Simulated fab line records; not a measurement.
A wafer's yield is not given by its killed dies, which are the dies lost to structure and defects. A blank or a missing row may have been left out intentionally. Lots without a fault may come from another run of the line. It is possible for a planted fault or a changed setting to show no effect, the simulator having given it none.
Chamber matching + flow gf180mcu + rieSi-02 running GF_POLY_GATE_ETCH_13: 4 sister chambers
The step etches poly-Si in HBr/Cl2, stops on SiO2, target depth 198.5 nm, time 69.6 s. 7 wafers are shown with their chamber, then 10 later ones without.

WAFERS PAIRED WITH THEIR CHAMBERS
| wafer  | chamber | oesProductAu (a.u.) | throttleValvePct (%) |
|--------|---------|---------------------|----------------------|
| L085.5 | 3       | 0.990               | 33.678               |
| L088.5 | 1       | 0.994               | 33.686               |
| L088.6 | 0       | 0.981               | 33.688               |
| L089.2 | 1       | 0.993               | 33.685               |
| L089.5 | 2       | 0.977               | 33.684               |
| L090.1 | 3       | 1.000               | 33.686               |
| L090.2 | 2       | 0.975               | 33.681               |

WAFERS MISSING THEIR CHAMBER
| wafer  | oesProductAu (a.u.) | throttleValvePct (%) |
|--------|---------------------|----------------------|
| L090.3 | 0.995               | 33.688               |
| L092.1 | 1.001               | 33.687               |
| L092.2 | 0.996               | 33.693               |
| L092.5 | 1.001               | 33.693               |
| L095.1 | 0.994               | 33.678               |
| L095.4 | 0.989               | 33.686               |
| L095.5 | 0.995               | 33.709               |
| L097.1 | 0.992               | 33.687               |
| L097.3 | 1.000               | 33.670               |
| L097.5 | 0.989               | 33.692               |

WHICH CHAMBER EACH ONE RAN IN
| wafer  | from the rows above               | in truth |
|--------|-----------------------------------|----------|
| L090.3 | can't be placed: 1 or 3           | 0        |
| L092.1 | can't be placed: 1 or 3           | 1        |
| L092.2 | can't be placed: 1 or 3 or 0      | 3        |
| L092.5 | can't be placed: 1 or 3           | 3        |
| L095.1 | can't be placed: 3 or 1           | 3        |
| L095.4 | can't be placed: 1 or 3 or 0      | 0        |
| L095.5 | can't be placed: 1 or 0 or 3      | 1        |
| L097.1 | can't be placed: 1 or 3           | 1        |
| L097.3 | can't be placed: 3 or 1           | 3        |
| L097.5 | can't be placed: 1 or 0 or 3 or 2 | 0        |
Correctly placed: 0 of 10. Not placeable from these rows: 10 (in 9, the candidates include the true chamber). Placed wrongly: 0.
How it was worked out, from the rows above alone: a wafer's distance from a chamber is the root of the sum, over the readings, of the square of ((its reading less the chamber's mean) divided by the reading's scatter). If the next closest chamber is less than 2 further off than the closest, the wafer can't be placed; otherwise it belongs to the closest. The mean given for a chamber averages the wafers shown for that chamber. How the scatter is found: for the shown wafers, subtract from each reading the mean of its chamber, square and add these, divide the total by (wafers less chambers), then take the root.
